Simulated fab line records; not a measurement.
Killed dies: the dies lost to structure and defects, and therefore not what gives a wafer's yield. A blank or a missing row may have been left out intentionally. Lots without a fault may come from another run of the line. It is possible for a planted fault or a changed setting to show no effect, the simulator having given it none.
Which tool was responsible?    flow gf180mcu    6 lots, 18 wafers sampled, at 1 step of a route of 602

## WHAT THE GAUGES SHOWED, per wafer
GF_CONTACT_CD_MEAS_14: target cd 220 nm.
lot   measured      on         cd nm (nm)
L459  day 16 17:52  cd sem-01  218.3 217.8 219.2
L463  day 18 05:08  cd sem-01  220.6 219.7 220.6
L465  day 18 23:34  cd sem-02  220.6 222.3 219.6
L467  day 19 17:11  cd sem-02  221.7 221.5 220.5
L470  day 20 16:11  cd sem-02  219.7 218.8 219.1
L480  day 24 04:57  cd sem-01  222.7 221.6 221.3

## EACH LOT AND THE TOOL THAT RAN IT (in order: tool; ch and the chambers of the sampled wafers; start)
There is no process step in the record ahead of these readings.

## THE ANSWER, worked out from the rows above alone
Rule: what is usual is taken from the lots themselves. The widest of any qualifying gaps counts: lots, ordered by their means at a reading, are off when they make up no more than a third of the lots, leave a main group of 4 or more, and stand apart from it by 3 or more times the standard deviation of that group's means. Not used: any main group whose means are identical at the precision the tables above print for the reading. A lot without any number at a reading at which 4 lots or more have one is off too. Any other lot the step has rows for is counted as sound.
None of the lots is off at any reading shown; this tells nothing.

## WHAT THE SIMULATOR HAD INSERTED
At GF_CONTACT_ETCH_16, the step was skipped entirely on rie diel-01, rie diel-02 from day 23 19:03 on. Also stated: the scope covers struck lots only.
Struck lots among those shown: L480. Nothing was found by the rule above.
